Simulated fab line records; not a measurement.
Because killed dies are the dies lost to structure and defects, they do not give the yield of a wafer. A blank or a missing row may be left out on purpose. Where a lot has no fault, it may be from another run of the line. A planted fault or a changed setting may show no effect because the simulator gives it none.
Which of the tools did it? ; flow gf180mcu ; 11 lots, 33 wafers sampled, at 4 steps of a route of 602

WHAT THE GAUGES SHOWED, per wafer
GF_PSD_RS_MEAS_14: measurement is done with a four-point probe.
lot;measured;on;NSD_RS (ohm/sq)
L979;day 15 07:26;film-metro-01;46.59 46.73 46.62
L982;day 16 06:56;film-metro-01;46.75 46.75 46.60
L983;day 16 16:39;film-metro-01;46.70 46.67 46.81
L984;day 17 03:07;film-metro-04;46.38 46.47 46.29
L985;day 17 17:21;film-metro-03;46.53 46.52 46.58
L987;day 18 04:07;film-metro-01;46.61 46.58 46.67
L989;day 18 19:49;film-metro-01;47.28 47.24 47.36
L990;day 19 09:05;film-metro-01;46.61 46.47 46.65
L992;day 20 05:39;film-metro-03;47.31 47.30 47.20
L998;day 22 02:29;film-metro-03;46.49 46.57 46.57
L999;day 22 05:22;film-metro-03;46.62 46.61 46.69

WHAT TOOL EACH LOT RAN ON (gives the tool, then ch and the chambers of the sampled wafers, and finally the start)
lot;GF_HV_LDD_STRIP_22;GF_NSD_IMPLANT_10;GF_NSD_STRIP_11
L979;plasma-asher-04 ch 0,1, day 11 16:37;implanter-01 ch 0, day 14 09:58;plasma-asher-01 ch 0,1, day 14 10:07
L982;plasma-asher-04 ch 0,1, day 12 13:45;implanter-04 ch 0, day 15 08:11;plasma-asher-03 ch 0,1, day 15 08:18
L983;plasma-asher-02 ch 0,1, day 12 23:08;implanter-01 ch 0, day 15 18:01;plasma-asher-02 ch 0,1, day 15 18:09
L984;plasma-asher-02 ch 0,1, day 13 07:22;implanter-03 ch 0, day 16 03:44;plasma-asher-03 ch 0,1, day 16 03:53
L985;plasma-asher-03 ch 0,1, day 13 21:12;implanter-01 ch 0, day 16 17:37;plasma-asher-02 ch 0,1, day 16 17:45
L987;plasma-asher-02 ch 0,1, day 14 05:44;implanter-03 ch 0, day 17 03:54;plasma-asher-03 ch 0,1, day 17 04:00
L989;plasma-asher-02 ch 0,1, day 14 21:21;implanter-03 ch 0, day 17 20:31;plasma-asher-01 ch 0,1, day 17 20:40
L990;plasma-asher-03 ch 0, day 15 08:49;implanter-01 ch 0, day 18 07:46;plasma-asher-03 ch 0, day 18 07:54
L992;plasma-asher-04 ch 0,1, day 16 02:31;implanter-03 ch 0, day 19 04:29;plasma-asher-01 ch 0,1, day 19 04:38
L998;plasma-asher-04 ch 0,1, day 17 21:25;implanter-01 ch 0, day 21 01:55;plasma-asher-02 ch 1, day 21 02:03
L999;plasma-asher-02 ch 0,1, day 18 00:48;implanter-01 ch 0, day 21 05:28;plasma-asher-02 ch 1, day 21 05:37
- GF_HV_LDD_STRIP_22: strips in O2/N2.
- GF_NSD_IMPLANT_10
- GF_NSD_STRIP_11: strips in O2/N2.

THE ANSWER, worked out from the rows above alone
Rule: usual is defined by the lots themselves. The widest of any qualifying gaps counts: lots, ordered by their means at a reading, are off when they make up no more than a third of the lots, leave a main group of 4 or more, and stand apart from it by 3 or more times the standard deviation of that group's means. If all means in a main group match to the digits the tables above print for the reading, that group is not used. A lot without any number at a reading at which 4 lots or more have one is off too. Any other lot the step has rows for is counted as sound.
Off: at GF_PSD_RS_MEAS_14 (NSD_RS), L989, L992. The main group: mean 46.60 ohm/sq, standard deviation 0.097.
If a tool, at a process step before that reading, ran all the lots that are off and no sound lot after the first of them, it fits. The gauges at GF_PSD_RS_MEAS_14 are tried like those tools. 2 tools fit, implanter-03 at GF_NSD_IMPLANT_10 and plasma-asher-01 at GF_NSD_STRIP_11, so this cannot tell which one it is.

WHAT HAD BEEN PUT IN BY THE SIMULATOR
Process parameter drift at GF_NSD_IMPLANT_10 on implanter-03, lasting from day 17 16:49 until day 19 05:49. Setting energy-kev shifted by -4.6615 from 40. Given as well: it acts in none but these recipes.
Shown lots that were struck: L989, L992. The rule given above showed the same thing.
